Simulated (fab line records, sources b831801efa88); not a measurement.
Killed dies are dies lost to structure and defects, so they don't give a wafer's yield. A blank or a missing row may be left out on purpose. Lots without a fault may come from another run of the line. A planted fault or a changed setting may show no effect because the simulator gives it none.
A struck lot beside a sound one | flow sky130 | 35 steps out of a route of 708
Sound: wafers L586.4, L586.5, L586.6. Struck: wafers L592.2, L592.4, L592.5. The cause comes at the end.
At each step with rows: each side's tool, then ch and its chambers, then its first start. Under that, the readings that differ: sound wafers | struck wafers | difference of the means | sigmas: that difference in standard deviations of wafers without a fault.
alike: readings whose means differ by less than 2 such deviations, and words and numbers that are the same on both sides. not compared: withheld readings, readings that some wafer has no value for, bounds like >300 that may hide the same value, and numbers for which the record gives no deviation and whose values overlap.
The two part at a step that has a row with sigmas, a row that says differs or no value, or rows on one side only. Numbers that don't overlap but have no deviation are shown without sigmas and don't part them. A reading that every wafer of one side lacks parts them only if that side has two wafers or more.

first, 10 steps without rows for these wafers: SKY_METAL3_COAT_07 (resist thk 60 nm); SKY_METAL3_COAT_08 (resist thk 1140 nm); SKY_METAL3_SOFTBAKE_09 (time 90 s); SKY_METAL3_EXPOSE_10 (exposes mask MM3, target cd 300 nm); SKY_METAL3_PEB_11; SKY_METAL3_DEVELOP_12 (develop time 60 s); SKY_METAL3_DESCUM_15 (chemistry O2, time 8 s); SKY_METAL3_ETCH_16 (etches BARC in N2/H2, stops on SiO2, time 88.2 s, target depth 60 nm); SKY_METAL3_ETCH_17 (etches SiO2 in C4F8/O2/Ar, stops on TiN, time 3.9 s, target depth 15 nm); SKY_METAL3_METAL_ETCH_18 (etches the open film in Cl2/BCl3, stops on SiO2, target depth 845 nm, time 183.1 s).
SKY_METAL3_STRIP_19: strips in O2/N2.
  sound on plasma_asher-01 ch 0,1, day 42 06:56; struck on plasma_asher-01 ch 1, day 43 07:49
  alike: drypump_motor_current_A, oes_product_au, strip_time_to_endpoint_s
  not compared: rf_hours_counter_h
then, 23 steps without rows for these wafers: SKY_METAL3_STRIP_20 (strips in post etch residue remover, time 1200 s); SKY_METAL3_CLEAN_21 (cleans in IPA, time 180 s); SKY_METAL3_CLEAN_22 (cleans in O3/DIW); SKY_VIA3_HDPCVD_00 (deposits SiO2, target thk 1635 nm, time 272.5 s); SKY_VIA3_CMP_02 (polishes SiO2); SKY_VIA3_DEHYDRATE_04 (time 60 s); SKY_VIA3_HMDS_05 (prime time 60 s); SKY_VIA3_COAT_06 (resist thk 60 nm); SKY_VIA3_COAT_07 (resist thk 450 nm); SKY_VIA3_SOFTBAKE_08 (time 90 s); SKY_VIA3_EXPOSE_09 (exposes mask VIM3, target cd 200 nm); SKY_VIA3_PEB_10; SKY_VIA3_DEVELOP_11 (develop time 60 s); SKY_VIA3_ETCH_14 (etches BARC in N2/H2, stops on SiO2, time 45.9 s, target depth 60 nm); SKY_VIA3_ETCH_15 (etches SiO2 in C4F8/O2/Ar, stops on TiN, target depth 507 nm, time 78 s); SKY_VIA3_STRIP_16 (strips in O2/N2); SKY_VIA3_STRIP_17 (strips in post etch residue remover, time 1200 s); SKY_VIA3_CLEAN_18 (cleans in IPA, time 180 s); SKY_VIA3_CLEAN_19 (cleans in O3/DIW); SKY_VIA3_SPUTTER_20 (material TiN, target thk 20 nm, time 80 s); SKY_VIA3_CVD_21 (deposits W, target thk 390 nm, time 117.31 s); SKY_VIA3_CMP_24 (polishes, stops on SiO2, t overpolish 20 s, target thk 0 nm); SKY_METAL4_SPUTTER_00 (material Ti, target thk 15 nm, time 10 s).
-- the record jumps here: 6 days lie between the struck wafers' starts before and after (it left off in module METAL4 and takes up again in module PAD_OPEN, whose first step shown is number 708 of the route) --
SKY_PAD_OPEN_PROBE_99:
  sound on prober-02, day 49 00:15; struck on prober-02, day 49 18:01
  reading                               | sound            | struck            | difference | sigmas
  killed_at_M0_to_M3                    | 42 46 49         | 64 67 57          | +17        | +3
  killed_on_rim                         | 20 17 10         | 28 23 28          | +11        | +3
  model.etest.tester.sort_n_pass        | 402 401 406      | 396 393 393       | -9         |
  model.etest.tester.sort_yield_pct (%) | 81.71 81.5 82.52 | 80.49 79.88 79.88 | -1.83      |
  model.etest.tester.sort_bin_3_pct (%) | 0.813 0.813 1.22 | 1.423 1.423 2.033 | +0.678     |
  alike: defect_limited_yield, killed_at_M4_up, killed_at_contacts, killed_at_front_end, killed_at_other, killed_dies, killed_open, killed_short, sort_bin_3_pad_short, sort_bin_5_function, sort_bin_6_memory, sort_n_pass, sort_yield_pct
  not compared: model.etest.tester.sort_bin_5_pct

WHERE THEY PART
Only at SKY_PAD_OPEN_PROBE_99, within this record.

WHY: what the simulator had put in
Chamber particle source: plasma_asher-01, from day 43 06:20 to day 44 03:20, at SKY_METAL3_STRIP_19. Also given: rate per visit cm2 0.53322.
